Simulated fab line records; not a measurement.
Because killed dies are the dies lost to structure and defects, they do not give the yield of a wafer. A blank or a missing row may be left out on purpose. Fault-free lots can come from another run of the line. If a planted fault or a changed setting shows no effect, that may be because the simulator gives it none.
Matching of chambers :: flow sky130 :: SKY_CONTACT_ETCH_17 on rieDiel-01: 4 sister chambers
The step etches SiO2 in C4F8/O2/Ar, stops on Si3N4, target depth 340 nm. 4 wafers are shown with their chamber, then 7 later ones without.

EACH WAFER AND ITS CHAMBER
wafer: L668.1
chamber: 3
oesProductAu (a.u.): 0.892

wafer: L668.3
chamber: 2
oesProductAu (a.u.): 0.889

wafer: L669.1
chamber: 0
oesProductAu (a.u.): 0.892

wafer: L669.5
chamber: 1
oesProductAu (a.u.): 0.894

WAFERS WITH NO CHAMBER GIVEN
wafer: L669.6
oesProductAu (a.u.): 0.889

wafer: L670.1
oesProductAu (a.u.): 0.898

wafer: L670.3
oesProductAu (a.u.): 0.890

wafer: L670.4
oesProductAu (a.u.): 0.898

wafer: L673.3
oesProductAu (a.u.): 0.892

wafer: L673.4
oesProductAu (a.u.): 0.881

wafer: L673.5
oesProductAu (a.u.): 0.885

WHICH CHAMBER EACH WENT THROUGH
wafer: L669.6
from the rows above: can't be placed: 2 or 0 or 3 or 1
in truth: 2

wafer: L670.1
from the rows above: can't be placed: 1 or 0 or 3 or 2
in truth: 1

wafer: L670.3
from the rows above: can't be placed: 2 or 0 or 3 or 1
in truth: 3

wafer: L670.4
from the rows above: can't be placed: 1 or 0 or 3 or 2
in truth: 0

wafer: L673.3
from the rows above: can't be placed: 0 or 3 or 1 or 2
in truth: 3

wafer: L673.4
from the rows above: can't be placed: 2 or 0 or 3 or 1
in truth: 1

wafer: L673.5
from the rows above: can't be placed: 2 or 0 or 3 or 1
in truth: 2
Placed correctly: 0 of 7. These rows do not allow placing 7 (true chamber among the candidates in 7). Number placed wrongly: 0.
How it was worked out, from the rows above alone: a wafer's distance from a chamber is the root of the sum, over the readings, of the square of ((its reading less the chamber's mean) divided by the reading's scatter). The wafer belongs to the nearest chamber; if the next one is less than 2 further off, it can't be placed. The mean given for a chamber averages the wafers shown for that chamber. The scatter: with one shown wafer a chamber, the root of the mean of the squares of how far each hidden wafer lies from its nearest shown one.
